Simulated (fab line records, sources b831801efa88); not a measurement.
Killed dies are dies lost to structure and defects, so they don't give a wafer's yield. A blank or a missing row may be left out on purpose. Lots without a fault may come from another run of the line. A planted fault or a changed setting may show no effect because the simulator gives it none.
Chamber matching | flow gf180mcu | GF_V3_CVD_02 on pecvd-01: 3 sister chambers
The step deposits SiO2 from TEOS, target thk 850 nm, time 94.851 s. 3 wafers are shown with their chamber, then 8 later ones without.

WAFERS WITH THEIR CHAMBER
wafer  | chamber | heater_power_outer_w (W)
L830.4 | 1       | 314
L830.5 | 0       | 223
L833.1 | 2       | 420

WAFERS WITHOUT THEIR CHAMBER
wafer  | heater_power_outer_w (W)
L833.2 | 250
L833.4 | 456
L836.4 | 429
L836.5 | 460
L836.6 | 328
L837.2 | 406
L837.3 | 407
L837.5 | 444

WHICH CHAMBER EACH WENT THROUGH
wafer  | from the rows above     | in truth
L833.2 | can't be placed: 0 or 1 | 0
L833.4 | 2                       | 2
L836.4 | 2                       | 2
L836.5 | 2                       | 2
L836.6 | 1                       | 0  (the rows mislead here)
L837.2 | 2                       | 2
L837.3 | 2                       | 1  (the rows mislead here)
L837.5 | 2                       | 2
Placed correctly: 5 of 8. Can't be placed from these rows: 1 (the true chamber is among the candidates in 1). Placed wrongly: 2.
How it was worked out, from the rows above alone: a wafer's distance from a chamber is the root of the sum, over the readings, of the square of ((its reading less the chamber's mean) divided by the reading's scatter). The wafer belongs to the nearest chamber; if the next one is less than 2 further off, it can't be placed. A chamber's mean is the mean of its shown wafers. The scatter: with one shown wafer a chamber, the root of the mean of the squares of how far each hidden wafer lies from its nearest shown one.
